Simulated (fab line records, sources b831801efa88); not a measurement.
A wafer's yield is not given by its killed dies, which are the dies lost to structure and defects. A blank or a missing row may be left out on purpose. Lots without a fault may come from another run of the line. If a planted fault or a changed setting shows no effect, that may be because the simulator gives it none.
Struck lot and sound lot, side by side | flow sky130 | 14 out of 708 route steps
Sound: these wafers, L694.4, L694.5, L694.6. Wafers L698.1, L698.3, L698.6 were the ones struck. The cause is given at the end.
Per side, at each step with rows, come the tool, then ch with its chambers, and then its first start. Under that, the readings that differ: sound wafers | struck wafers | difference of the means | sigmas: that difference in standard deviations of wafers without a fault.
alike: readings with means less than 2 such deviations apart, plus words and numbers identical on both sides. not compared: withheld readings, readings lacking a value on some wafer, bounds such as >300 that could conceal the same value, and numbers that have no deviation in the record and whose values overlap.
Wherever a step has rows on one side only, a row that says differs or no value, or a row with sigmas, the two part there. Non-overlapping numbers with no deviation appear without sigmas and do not part them. Lack of a reading on every wafer of one side parts them only where that side has two or more wafers.

SKY_CAPM_OVL_MEAS_12:
  sound on overlay-01, day 40 20:23; struck on overlay-01, day 41 14:52
  alike: CAPM_OVL
SKY_CAPM_METAL_ETCH_13: etches TiN in Cl2/BCl3, stops on SiO2, target depth 220 nm, time 62.9 s.
  sound on rieMetal-03 ch 0,1, day 40 20:25; struck on rieMetal-02 ch 0,1, day 41 14:54
  alike: drypumpMotorCurrentA, oesProductAu, throttleValvePct
  not compared: rfHoursCounterH
SKY_CAPM_STRIP_14: strips in O2/N2.
  sound on plasmaAsher-02 ch 0,1, day 40 20:31; struck on plasmaAsher-01 ch 1, day 41 14:59
reading             | sound             | struck            | difference | sigmas
oesProductAu (a.u.) | 0.712 0.719 0.716 | 0.703 0.709 0.705 | -0.010     | -2
  alike: drypumpMotorCurrentA, stripTimeToEndpointS
  not compared: rfHoursCounterH
then, 9 steps without rows for these wafers: SKY_CAPM_STRIP_15 (strips in post etch residue remover, time 1200 s); SKY_CAPM_CLEAN_16 (cleans in IPA, time 180 s); SKY_CAPM_CLEAN_17 (cleans in O3/DIW); SKY_METAL3_DEHYDRATE_05 (time 60 s); SKY_METAL3_HMDS_06 (prime time 60 s); SKY_METAL3_COAT_07 (resist thk 60 nm); SKY_METAL3_COAT_08 (resist thk 1140 nm); SKY_METAL3_SOFTBAKE_09 (time 90 s); SKY_METAL3_EXPOSE_10 (exposes mask MM3, target cd 300 nm).
SKY_METAL3_PEB_11:
  sound on lithoTrack-03 ch 0, day 41 21:00; struck on lithoTrack-01, day 42 14:00
reading        | sound          | struck | difference                    | sigmas
exhaustPa (Pa) | 44.7 44.8 45.9 | - - -  | no value on the struck wafers | 
  not compared: chillPlateTempC
then, 1 step without rows for these wafers: SKY_METAL3_DEVELOP_12 (develop time 60 s).

== WHERE THEY PART ==
First at SKY_CAPM_STRIP_14; last, within this record, at SKY_METAL3_PEB_11.

WHY: what the simulator had put in
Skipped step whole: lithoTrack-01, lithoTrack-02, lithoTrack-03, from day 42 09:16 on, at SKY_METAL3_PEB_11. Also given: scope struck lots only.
